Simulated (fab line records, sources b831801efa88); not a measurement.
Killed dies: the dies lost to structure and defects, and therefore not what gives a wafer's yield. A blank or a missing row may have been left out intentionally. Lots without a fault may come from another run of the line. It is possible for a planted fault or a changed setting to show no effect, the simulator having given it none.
fab line records | flow gf180mcu
record: lots: 12 wafers: 36 lastDay: 34
route steps=602 shown CONTACT@309 V1@360 M2@366
lots that met no fault: from a run of the same line without faults
startH: hours from the record's opening day to when the first of the lot's shown wafers began | waitH: hours since the lot's step before | " as in the row above | L1.1+2: a single row standing in for several wafers | - no value, or no start given | * or withheld: withheld | < > ~ a bound
route shown NAME@n: a module of which the file shows steps, and the number in the route of the first | usual: average and standard deviation across the fault-free wafers | same: alike in all rows | chamber/n: place in a boat | sites: per-site readings | _std_site: standard deviation of those values | _edge_site: outer sites' mean less inner sites' | radiusMm: how far each site lies from the wafer's centre | mask NAME#n: copy n | behind: tool/chamber where the wafer was last shaped | hold: what put the lot on hold/how long, in hours/how the hold closed | device: which transistor (n, p or np) failed to switch | end of line: the route-end tests of the same wafers | a step given without rows: its recipe and nothing more | killed: dies that structure and defects cost at the first sort, which is not the same as the wafer's yield | map: the dies of a wafer, with x for killed, . for not killed, _ for no die there
set.NAME: the setting as run; set.NAME@STEP: as run at that earlier step | model.NAME: the simulator's own value behind a step, which no gauge read
route steps across a sampled set of lots; one table per step, one row per wafer
services: from which hour (startH, from the record's first day; less than 0 if before it) a tool's chamber was out of use, for how many hours, and why
== steps ==
step: GF_CONTACT_SPUTTER_22
recipe: material: Ti targetThkNm: 15 chamberPressurePa: 5 powerW: 2500 substrateTempC: 200 timeS: 80.02
usual: substrateTempC: 200.00/0.17 throttleValvePct: 30.6/1.1
columns lot.wafer tool chamber startH waitH substrateTempC throttleValvePct
L719.1 pvdSputter-03 - 376.39 0.0 199.91 30.8
L719.2 " - " " 200.10 28.4
L719.5 " - " " 199.67 31.4
L720.1 pvdSputter-01 - 385.23 0.0 200.17 31.1
L720.3 " - " " 200.18 31.5
L720.5 " - " " 200.04 31.3
L721.3 pvdSputter-03 - 385.80 0.0 200.18 32.1
L721.4 " - " " 200.01 30.7
L721.6 " - " " 199.81 28.6
L722.3 pvdSputter-02 - 397.75 0.0 199.93 29.1
L722.4 " - " " 200.16 30.0
L722.6 " - " " 199.92 30.5
L726.2 pvdSputter-02 - 430.09 0.0 200.46 30.5
L726.3 " - " " 199.96 29.1
L726.6 " - " " 199.97 29.0
L728.4 pvdSputter-03 - 447.83 0.0 200.07 28.6
L728.5 " - " " 199.79 31.5
L728.6 " - " " 199.93 30.7
L734.1 pvdSputter-02 - 504.92 0.0 199.86 30.7
L734.2 " - " " 200.09 29.1
L734.4 " - " " 200.21 30.2
L735.1 pvdSputter-03 - 509.35 0.0 199.90 31.6
L735.3 " - " " 200.11 32.3
L735.6 " - " " 200.17 32.4
L736.1 pvdSputter-01 - 521.90 0.0 199.88 31.6
L736.5 " - " " 199.97 31.6
L736.6 " - " " 199.78 30.6
L737.2 pvdSputter-03 - 528.35 0.0 200.06 31.1
L737.3 " - " " 200.04 32.4
L737.4 " - " " 200.38 28.4
L738.3 pvdSputter-01 - 537.85 0.0 199.75 31.7
L738.4 " - " " 199.88 31.2
L738.5 " - " " 199.92 31.7
L739.3 pvdSputter-01 - 543.66 0.0 200.19 30.5
L739.4 " - " " 200.14 31.6
L739.6 " - " " 199.83 30.4
step: GF_V1_THK_MEAS_25
recipe: thkMeasGauge: xrf reads: W_of_V1_CVD_23
usual: V1_W_THK: 346/5.6
columns lot.wafer tool chamber startH waitH V1_W_THK[nm]
L719.1 filmMetro-01 - 429.58 0.1 343
L719.2 " - " " 348
L719.5 " - " " 345
L720.1 filmMetro-04 - 438.69 0.1 339
L720.3 " - " " 341
L720.5 " - " " 342
L721.3 filmMetro-01 - 440.65 0.1 347
L721.4 " - " " 353
L721.6 " - " " 354
L722.3 filmMetro-02 - 451.25 0.1 352
L722.4 " - " " 363
L722.6 " - " " 359
L726.2 filmMetro-04 - 482.14 0.1 339
L726.3 " - " " 340
L726.6 " - " " 343
L728.4 filmMetro-01 - 496.62 0.1 343
L728.5 " - " " 338
L728.6 " - " " 335
L734.1 filmMetro-01 - 553.14 0.1 351
L734.2 " - " " 346
L734.4 " - " " 345
L735.1 filmMetro-02 - 558.14 0.1 352
L735.3 " - " " 350
L735.6 " - " " 351
L736.1 filmMetro-04 - 569.77 0.1 351
L736.5 " - " " 353
L736.6 " - " " 343
L737.2 filmMetro-02 - 575.25 0.1 353
L737.3 " - " " 354
L737.4 " - " " 353
L738.3 filmMetro-02 - 585.60 0.1 348
L738.4 " - " " 345
L738.5 " - " " 347
L739.3 filmMetro-04 - 590.35 0.1 346
L739.4 " - " " 339
L739.6 " - " " 345
step: GF_V1_CMP_26
recipe: stopOn: SiO2 downForcePsi: 3.5 platenRpm: 60 tOverpolishS: 15 targetThkNm: 0 padVelocityMS: 0.94248
usual: motorCurrentA: 11.4/1 overpolishRunS: 14.999/0.0093 slurryFlowMlMin: 150.0/0.44 timeToEndpointS: 83/3.7
same: tOverpolishS: 15
columns lot.wafer tool chamber startH waitH motorCurrentA overpolishRunS slurryFlowMlMin timeToEndpointS
L719.2 cmp-01 0 429.69 0.1 11.4 14.990 149.2 82
L719.1 " 2 " " 9.5 15.014 150.5 82
L719.5 " 3 " " 10.4 15.009 150.4 90
L720.1 cmp-01 1 438.80 0.1 12.5 14.989 150.1 76
L720.3 " 2 " " 9.7 15.007 150.3 81
L720.5 " 1 " " 12.0 14.989 150.5 81
L721.3 cmp-01 1 440.69 0.0 12.1 14.996 149.8 84
L721.4 " 2 " " 10.1 15.005 149.5 86
L721.6 " 2 " " 10.1 15.013 149.9 87
L722.3 cmp-01 1 451.34 0.1 11.9 15.001 149.7 79
L722.4 " 3 " " 10.6 14.996 149.8 93
L722.6 " 1 " " 11.7 15.007 150.1 79
L726.2 cmp-02 2 482.24 0.1 10.2 14.989 151.2 81
L726.3 " 3 " " 12.3 14.986 150.4 79
L726.6 " 1 " " 12.7 15.009 150.2 83
L728.4 cmp-01 2 496.65 0.0 10.0 15.004 149.7 83
L728.5 " 2 " " 10.3 15.007 150.3 79
L728.6 " 3 " " 9.8 15.000 150.3 82
L734.2 cmp-02 0 553.20 0.0 11.0 14.997 150.0 87
L734.4 " 2 " " 10.6 15.011 149.5 85
L734.1 " 3 " " 13.0 15.000 149.6 84
L735.1 cmp-02 2 558.20 0.1 11.0 15.005 149.8 81
L735.3 " 3 " " 12.2 14.997 149.8 79
L735.6 " 3 " " 13.2 15.007 150.4 77
L736.1 cmp-02 0 569.88 0.1 11.0 15.004 149.6 86
L736.5 " 3 " " 13.0 15.012 149.8 84
L736.6 " 0 " " 11.4 15.005 149.2 85
L737.4 cmp-02 3 575.35 0.1 13.4 15.003 149.8 80
L737.3 " 0 " " 10.3 15.002 150.0 85
L737.2 " 1 " " 12.1 14.998 149.9 80
L738.4 cmp-02 1 585.64 0.0 12.2 14.999 149.8 78
L738.3 " 2 " " 11.2 15.002 149.1 84
L738.5 " 2 " " 10.6 15.002 149.3 84
L739.4 cmp-01 0 590.44 0.1 12.1 15.015 149.9 78
L739.3 " 1 " " 12.1 15.000 150.3 78
L739.6 " 3 " " 10.2 14.987 149.5 87
step: GF_M2_SPUTTER_04
recipe: material: TiN targetThkNm: 50 powerW: 6500 timeS: 41.7 chamberPressurePa: 0.4
usual: throttleValvePct: 30.4/1.2
columns lot.wafer tool chamber startH waitH throttleValvePct
L719.1 pvdSputter-03 - 430.12 0.0 32.1
L719.2 " - " " 30.8
L719.5 " - " " 30.6
L720.1 pvdSputter-04 - 439.23 0.0 30.2
L720.3 " - " " 30.7
L720.5 " - " " 32.1
L721.3 pvdSputter-02 - 441.20 0.0 29.9
L721.4 " - " " 30.9
L721.6 " - " " 29.2
L722.3 pvdSputter-03 - 451.78 0.0 30.8
L722.4 " - " " 31.4
L722.6 " - " " 30.4
L726.2 pvdSputter-03 - 482.67 0.0 28.7
L726.3 " - " " 30.8
L726.6 " - " " 28.5
L728.4 pvdSputter-03 - 497.13 0.0 28.5
L728.5 " - " " 28.7
L728.6 " - " " 31.2
L734.1 pvdSputter-04 - 553.68 0.0 32.3
L734.2 " - " " 30.6
L734.4 " - " " 31.1
L735.1 pvdSputter-04 - 558.68 0.0 30.6
L735.3 " - " " 28.8
L735.6 " - " " 30.7
L736.1 pvdSputter-03 - 570.31 0.0 28.4
L736.5 " - " " 28.7
L736.6 " - " " 32.2
L737.2 pvdSputter-02 - 575.79 0.0 30.8
L737.3 " - " " 29.4
L737.4 " - " " 29.2
L738.3 pvdSputter-04 - 586.14 0.0 31.1
L738.4 " - " " 28.9
L738.5 " - " " 29.0
L739.3 pvdSputter-04 - 590.87 0.0 28.9
L739.4 " - " " 32.3
L739.6 " - " " 32.3
step: GF_M2_THK_MEAS_06
recipe: thkMeasGauge: xrf reads: AlCu_of_M2_SPUTTER_02
usual: M2_ALCU_THK: 454/6.5
columns lot.wafer tool chamber startH waitH M2_ALCU_THK[nm]
L719.1 filmMetro-03 - 430.28 0.1 458
L719.2 " - " " 449
L719.5 " - " " 448
L720.1 filmMetro-02 - 439.39 0.1 442
L720.3 " - " " 446
L720.5 " - " " 456
L721.3 filmMetro-03 - 441.38 0.1 460
L721.4 " - " " 454
L721.6 " - " " 459
L722.3 filmMetro-04 - 451.96 0.1 443
L722.4 " - " " 454
L722.6 " - " " 444
L726.2 filmMetro-04 - 482.84 0.1 481
L726.3 " - " " 448
L726.6 " - " " 481
L728.4 filmMetro-03 - 497.32 0.1 477
L728.5 " - " " 460
L728.6 " - " " 481
L734.1 filmMetro-04 - 553.84 0.1 453
L734.2 " - " " 445
L734.4 " - " " 447
L735.1 filmMetro-04 - 558.84 0.1 456
L735.3 " - " " 465
L735.6 " - " " 457
L736.1 filmMetro-04 - 570.47 0.1 459
L736.5 " - " " 458
L736.6 " - " " 467
L737.2 filmMetro-04 - 575.96 0.1 459
L737.3 " - " " 460
L737.4 " - " " 453
L738.3 filmMetro-04 - 586.32 0.1 455
L738.4 " - " " 460
L738.5 " - " " 461
L739.3 filmMetro-04 - 591.05 0.1 461
L739.4 " - " " 459
L739.6 " - " " 459
== services ==
columns tool chamber startH hours kind
pvdSputter-02 - 367.13 2.7 repair
cmp-02 - 397.81 1.1 repair
cmp-02 - 404.16 4.0 pm
pvdSputter-02 - 411.52 1.2 repair
cmp-01 - 411.76 4.4 repair
pvdSputter-03 3 439.90 - consumableReplace:kit
pvdSputter-03 3 439.90 18.0 scheduledDown
pvdSputter-03 3 439.90 18.0 ventCycle
cmp-01 - 456.78 0.4 repair
cmp-02 - 457.47 0.8 repair
cmp-02 - 458.04 0.4 repair
pvdSputter-01 - 472.45 0.9 repair
pvdSputter-01 - 472.68 3.9 repair
cmp-02 - 498.06 4.6 pm
pvdSputter-02 - 509.91 2.2 repair
pvdSputter-04 - 523.28 0.7 repair
cmp-02 - 523.61 2.6 repair
pvdSputter-04 - 537.10 0.6 repair
pvdSputter-01 - 553.46 6.0 repair
cmp-02 - 558.71 1.0 repair
pvdSputter-04 - 562.26 9.9 repair
cmp-01 - 569.02 8.9 repair
cmp-01 - 577.90 4.0 pm
pvdSputter-03 2 588.26 - consumableReplace:kit
== key ==
firstSign: step: GF_M2_THK_MEAS_06 reading: M2_ALCU_THK direction: up sigmas: 3.9 usual: 454 struck: 480
effect none on later readings
metAt GF_M2_SPUTTER_04
struckLots L726,L728
struckWafers L726.2,L726.6,L728.4,L728.6
notActingAt GF_CONTACT_SPUTTER_22,GF_V1_THK_MEAS_25,GF_V1_CMP_26
onsetBetween 451.78 482.67
fault: kind: processParameterDrift tool: pvdSputter-03 chamber: - onsetH: 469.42 steps: GF_M2_SPUTTER_04 channel: timeS offset: * shape: step endH: 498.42 scope: struckWafersOnly actsIn: * stated: *
